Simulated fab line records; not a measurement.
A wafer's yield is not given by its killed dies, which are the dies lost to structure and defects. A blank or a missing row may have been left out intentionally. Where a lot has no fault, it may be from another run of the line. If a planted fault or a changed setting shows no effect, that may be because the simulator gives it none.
Which tool did it?    flow gf180mcu    15 lots with 45 wafers sampled at 3 steps, on a route of 602 steps

== WHAT THE GAUGES SHOWED, per wafer ==
GF_VT_IMPLANT_OVL_MEAS_29.
lot   measured      on          VT_IMPLANT_02_OVL (nm)
L225  day 6 02:50   overlay-01  0.7 0.9 -1.7
L227  day 6 21:05   overlay-01  -1.6 -2.0 -2.3
L229  day 7 05:56   overlay-02  -0.1 -0.2 -1.2
L230  day 7 13:29   overlay-02  -1.7 -1.0 -1.5
L231  day 9 13:26   overlay-01  -3.1 -3.1 0.0
L232  day 9 13:44   overlay-02  -1.8 -1.8 -1.1
L233  day 9 18:22   overlay-02  -0.6 -2.2 -2.4
L235  day 9 20:26   overlay-02  0.7 -0.3 0.1
L240  day 11 01:17  overlay-01  0.8 4.2 0.8
L242  day 11 13:22  overlay-02  -4.4 -4.0 -2.2
L243  day 11 22:50  overlay-01  0.5 1.7 -1.2
L244  day 12 04:29  overlay-02  -2.3 -0.9 -2.3
L245  day 12 08:21  overlay-01  -2.1 -2.3 -1.8
L246  day 12 16:08  overlay-01  0.7 2.5 -1.1
L248  day 13 07:55  overlay-01  -1.3 0.5 -1.7

GF_DUAL_GATE_THK_MEAS_03.
lot   measured      on             DUAL_GATE_OXIDATION_00_THK (nm)
L225  day 6 22:28   film_metro-01  11.07 10.87 10.69
L227  day 7 18:50   film_metro-03  10.92 10.77 10.99
L229  day 8 00:50   film_metro-04  10.59 10.50 10.53
L230  day 8 08:16   film_metro-01  10.78 10.84 10.93
L231  day 10 10:20  film_metro-03  11.16 11.24 11.10
L232  day 10 11:46  film_metro-01  11.12 11.05 10.88
L233  day 10 15:52  film_metro-01  11.00 10.80 10.89
L235  day 10 17:16  film_metro-01  10.74 11.00 11.06
L240  day 11 23:19  film_metro-01  11.33 11.00 11.07
L242  day 12 11:10  film_metro-03  10.77 10.88 10.98
L243  day 12 23:41  film_metro-01  11.13 11.12 10.88
L244  day 13 08:59  film_metro-03  11.05 11.19 11.11
L245  day 13 08:58  film_metro-04  10.81 10.87 11.05
L246  day 13 18:47  film_metro-03  10.89 10.71 10.93
L248  day 14 11:07  film_metro-01  10.85 10.82 10.76

GF_POLY_GATE_THK_MEAS_01.
lot   measured      on             POLY_GATE_CVD_00_THK (nm)
L225  day 7 18:43   film_metro-01  198.1 197.8 198.3
L227  day 8 14:46   film_metro-03  203.8 203.3 202.5
L229  day 8 22:40   film_metro-03  197.3 199.4 198.3
L230  day 9 05:22   film_metro-01  199.8 200.1 198.9
L231  day 11 07:21  film_metro-01  199.3 199.5 201.2
L232  day 11 10:07  film_metro-02  199.8 197.3 199.2
L233  day 11 14:13  film_metro-02  197.8 197.9 196.9
L235  day 11 15:46  film_metro-01  199.6 200.2 199.4
L240  day 12 22:11  film_metro-01  202.2 201.8 200.7
L242  day 13 17:17  film_metro-03  201.2 200.9 199.8
L243  day 14 03:30  film_metro-02  201.0 199.2 201.4
L244  day 14 14:40  film_metro-03  205.6 203.7 202.5
L245  day 14 14:40  film_metro-02  199.2 200.1 198.7
L246  day 14 21:23  film_metro-03  196.0 196.4 196.6
L248  day 15 14:19  film_metro-02  202.9 202.9 203.9

== EACH LOT AND THE TOOL THAT RAN IT (in order: tool; ch and the chambers of the sampled wafers; start) ==
The record holds no process step before these readings.

== AS READ BY THE TOOLS THEMSELVES (means over the sampled wafers that have a number; for cases with no such wafer, the mark the record gives instead) ==
The record holds no such reading with a usual standard deviation.

== THE ANSWER, worked out from the rows above alone ==
Rule: the lots themselves supply what counts as usual. The widest of any qualifying gaps counts: lots, ordered by their means at a reading, are off when they make up no more than a third of the lots, leave a main group of 4 or more, and stand apart from it by 3 or more times the standard deviation of that group's means. The tables above print the reading to a certain number of digits; a main group whose means all agree to those digits is not used. Also off: a lot with no number at a reading for which 4 or more lots have one. Where the step has rows for the other lots, those lots are counted as sound. First the gauges in route order, then the tools' own readings, where a lot's mean is used as printed above. The first step at which some lot is off is used, and at that step the reading that is off furthest; a lot without a number counts as furthest.
No lot is off on any of the readings shown, so nothing can be concluded from this.

== WHAT THE SIMULATOR HAD PUT IN ==
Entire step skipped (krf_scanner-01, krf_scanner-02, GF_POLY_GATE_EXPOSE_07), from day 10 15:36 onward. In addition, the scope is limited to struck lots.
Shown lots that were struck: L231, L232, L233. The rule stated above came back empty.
